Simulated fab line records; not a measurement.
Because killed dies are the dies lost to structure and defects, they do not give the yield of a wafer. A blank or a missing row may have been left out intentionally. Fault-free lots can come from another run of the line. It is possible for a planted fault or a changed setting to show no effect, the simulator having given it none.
fab line records -- flow gf180mcu
[record] lots = 15, wafers = 45, lastDay = 35
route steps=602 shown SALICIDE@284 CONTACT@287
lots that met no fault: from a run of the same line without faults
startH: the number of hours between the record's first day and the start of the first shown wafer of the lot -- waitH: time in hours since the lot's previous step -- " same as the row above -- L1.1+2: one row covering several wafers at once -- - no value present, or no start provided -- * or withheld: withheld -- < > ~ a bound
route shown NAME@n: names a module that has steps shown in the file, with the first one's number in the route -- usual: mean/standard deviation of fault-free wafers -- same: alike in all rows -- chamber/n: place in a boat -- sites: per-site readings -- _std_site: the standard deviation of these -- _edge_site: the outer-site mean with the inner-site mean subtracted -- radiusMm: how far each site lies from the wafer's centre -- mask NAME#n: copy n -- behind: the last tool/chamber to shape the wafer -- hold: cause of the lot's hold/its duration in hours/its outcome -- device: names the non-switching transistor (n, p or np) -- end of line: tests of these same wafers at the route's end -- step lacking rows: just its recipe -- killed: not the wafer's yield, but the dies lost to structure and defects at the first sort -- map: a wafer's dies, marking killed ones x, the rest . and places with no die _
set.NAME: setting as actually run; set.NAME@STEP: the setting as run at that earlier step -- model.NAME: the simulator's own value behind a step, which no gauge read
route steps across a sampled set of lots; one table per step, one row per wafer
services: the hour from which a tool's chamber was out of use, counted from the record's first day as startH (under 0 if before that day), plus the number of hours and why
[[steps]]
[step GF_SALICIDE_RTA_06]
[recipe] tempC = 530, timeS = 30, ambient = N2
[usual] annealTempCMax = 532.2/0.56, chamberO2Ppm = 2.000/0.021, lampPowerPct = 5.947/0.023, wafer_temp_C_max = 533.1/1.1
lot.wafer,tool,chamber,startH,waitH,annealTempCMax,chamberO2Ppm,lampPowerPct,wafer_temp_C_max
L450.1,rtpAnneal-01,0,338.72,0.1,532.6,2.009,5.974,532.7
L450.2,rtpAnneal-01,0,338.72,0.1,533.4,2.031,5.973,532.6
L450.3,rtpAnneal-01,0,338.72,0.1,533.3,2.007,5.959,533.3
L452.1,rtpAnneal-01,0,358.28,0.1,531.6,2.021,5.971,531.8
L452.2,rtpAnneal-01,0,358.28,0.1,531.9,1.993,5.966,532.0
L452.5,rtpAnneal-01,0,358.28,0.1,533.0,1.984,5.971,531.4
L454.1,rtpAnneal-02,0,370.67,0.1,532.1,1.987,5.919,532.9
L454.3,rtpAnneal-02,0,370.67,0.1,532.0,2.017,5.925,534.0
L454.4,rtpAnneal-02,0,370.67,0.1,532.3,1.982,5.930,533.6
L456.1,rtpAnneal-01,-,387.79,0.1,-,-,-,-
L456.4,rtpAnneal-01,-,387.79,0.1,-,-,-,-
L456.6,rtpAnneal-01,-,387.79,0.1,-,-,-,-
L457.2,rtpAnneal-02,-,397.36,0.1,-,-,-,-
L457.3,rtpAnneal-02,-,397.36,0.1,-,-,-,-
L457.6,rtpAnneal-02,-,397.36,0.1,-,-,-,-
L455.1,rtpAnneal-02,-,398.58,0.1,-,-,-,-
L455.2,rtpAnneal-02,-,398.58,0.1,-,-,-,-
L455.6,rtpAnneal-02,-,398.58,0.1,-,-,-,-
L459.1,rtpAnneal-01,0,417.12,0.1,532.4,1.975,5.976,532.8
L459.5,rtpAnneal-01,0,417.12,0.1,533.4,1.999,5.972,532.1
L459.6,rtpAnneal-01,0,417.12,0.1,533.3,1.996,5.971,532.8
L464.1,rtpAnneal-01,0,464.12,0.1,531.9,2.022,5.966,532.5
L464.3,rtpAnneal-01,0,464.12,0.1,532.3,2.028,5.976,533.1
L464.5,rtpAnneal-01,0,464.12,0.1,533.3,1.967,5.973,532.2
L465.2,rtpAnneal-01,0,469.83,0.1,532.4,1.994,5.973,533.0
L465.4,rtpAnneal-01,0,469.83,0.1,533.1,1.995,5.969,531.2
L465.6,rtpAnneal-01,0,469.83,0.1,532.3,1.993,5.960,531.4
L468.2,rtpAnneal-02,0,495.10,0.1,531.7,2.021,5.933,532.9
L468.3,rtpAnneal-02,0,495.10,0.1,531.6,2.004,5.927,534.2
L468.5,rtpAnneal-02,0,495.10,0.1,531.9,2.001,5.929,533.8
L469.2,rtpAnneal-01,0,509.05,0.1,532.0,2.023,5.968,532.5
L469.4,rtpAnneal-01,0,509.05,0.1,532.7,1.993,5.968,531.8
L469.5,rtpAnneal-01,0,509.05,0.1,532.0,2.004,5.973,532.3
L470.1,rtpAnneal-02,0,513.73,0.1,531.8,1.992,5.913,533.4
L470.2,rtpAnneal-02,0,513.73,0.1,531.9,1.981,5.926,535.0
L470.4,rtpAnneal-02,0,513.73,0.1,531.9,1.984,5.930,533.4
L471.1,rtpAnneal-01,0,515.51,0.1,532.6,2.001,5.976,532.8
L471.2,rtpAnneal-01,0,515.51,0.1,532.2,1.998,5.969,532.0
L471.4,rtpAnneal-01,0,515.51,0.1,532.3,2.022,5.967,531.3
L473.1,rtpAnneal-02,0,540.52,0.1,531.4,1.993,5.925,534.0
L473.3,rtpAnneal-02,0,540.52,0.1,531.5,2.019,5.930,533.6
L473.6,rtpAnneal-02,0,540.52,0.1,532.1,1.992,5.926,535.3
L467.1,rtpAnneal-01,0,559.29,0.1,532.9,2.012,5.972,532.3
L467.4,rtpAnneal-01,0,559.29,0.1,532.7,2.032,5.970,532.6
L467.6,rtpAnneal-01,0,559.29,0.1,532.9,1.939,5.966,531.9
[step GF_CONTACT_CVD_00]
[recipe] material = SiO2, targetThkNm = 300, sigmaOpenFrac = 0.3, tempC = 400, timeS = 50, sih4FlowSccm = 60, pressureMtorr = 6
[usual] pressureMtorr = 5.999/0.011
lot.wafer,tool,chamber,startH,waitH,pressureMtorr
L450.1,hdpcvd-02,0,339.01,0.1,6.004
L450.2,hdpcvd-02,1,339.01,0.1,5.989
L450.3,hdpcvd-02,2,339.01,0.1,5.993
L452.1,hdpcvd-02,0,358.58,0.1,5.993
L452.2,hdpcvd-02,2,358.58,0.1,5.996
L452.5,hdpcvd-02,2,358.58,0.1,6.009
L454.1,hdpcvd-01,0,371.07,0.1,6.014
L454.3,hdpcvd-01,1,371.07,0.1,6.009
L454.4,hdpcvd-01,0,371.07,0.1,5.999
L459.1,hdpcvd-01,1,417.41,0.1,5.998
L459.5,hdpcvd-01,1,417.41,0.1,6.001
L459.6,hdpcvd-01,0,417.41,0.1,6.000
L464.1,hdpcvd-02,1,464.41,0.1,5.993
L464.3,hdpcvd-02,0,464.41,0.1,6.021
L464.5,hdpcvd-02,0,464.41,0.1,6.017
L465.2,hdpcvd-01,0,470.11,0.1,6.023
L465.4,hdpcvd-01,1,470.11,0.1,5.983
L465.6,hdpcvd-01,0,470.11,0.1,6.005
L468.2,hdpcvd-02,2,495.39,0.1,6.007
L468.3,hdpcvd-02,2,495.39,0.1,5.987
L468.5,hdpcvd-02,0,495.39,0.1,6.004
L469.2,hdpcvd-01,1,509.33,0.1,6.021
L469.4,hdpcvd-01,1,509.33,0.1,5.987
L469.5,hdpcvd-01,0,509.33,0.1,6.020
L470.1,hdpcvd-02,0,514.03,0.1,6.004
L470.2,hdpcvd-02,1,514.03,0.1,5.991
L470.4,hdpcvd-02,2,514.03,0.1,5.990
L471.1,hdpcvd-02,2,515.80,0.1,6.000
L471.2,hdpcvd-02,0,515.80,0.1,5.993
L471.4,hdpcvd-02,2,515.80,0.1,6.020
L473.1,hdpcvd-02,2,540.81,0.1,6.007
L473.3,hdpcvd-02,1,540.81,0.1,5.988
L473.6,hdpcvd-02,1,540.81,0.1,5.989
L467.1,hdpcvd-01,0,559.58,0.1,5.994
L467.4,hdpcvd-01,1,559.58,0.1,6.007
L467.6,hdpcvd-01,0,559.58,0.1,5.998
[[services]]
tool,chamber,startH,hours,kind
hdpcvd-01,0,334.94,3.6,repair
hdpcvd-01,-,456.97,2.8,pm
hdpcvd-02,1,492.16,3.7,repair
hdpcvd-01,-,539.30,15.0,pm
hdpcvd-01,0,539.30,15.0,ventCycle
hdpcvd-01,1,539.30,15.0,ventCycle
hdpcvd-01,2,539.30,15.0,ventCycle
hdpcvd-01,0,554.30,-,clean
hdpcvd-01,1,554.30,-,clean
hdpcvd-01,2,554.30,-,clean
[[key]]
[firstSign] step = GF_SALICIDE_RTA_06, reading = toolRecord, direction = missing
[effect] step = GF_CONTACT_CVD_00, reading = visit, direction = missing
metAt GF_SALICIDE_RTA_06
struckLots L455,L456,L457
laterRowsLeftOut L455.1,L455.2,L455.6,L456.1,L456.4,L456.6,L457.2,L457.3,L457.6
sortLeftOut L455.1,L455.2,L455.6,L456.1,L456.4,L456.6,L457.2,L457.3,L457.6
testerLeftOut L455,L456,L457
onsetBetween 370.67 387.79
[fault] kind = skippedStepWhole, tool = rtpAnneal-01,rtpAnneal-02, chamber = -, onsetH = 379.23, steps = GF_SALICIDE_RTA_06, scope = struckLotsOnly
// testerLeftOut: of these lots the tester's yield and bins aren't shown, on N5 and GAA mostly nor the transistor test; their killed dies are dies lost to structure and defects alone, not to doping, threshold or leakage, so they don't give the yield
// sortLeftOut: the simulated sort isn't trusted on such a fault, so these wafers' sort isn't shown, and their yield isn't known
// laterRowsLeftOut: the simulator's readings of these wafers behind a module that went badly wrong aren't trusted and aren't shown, but for the sort
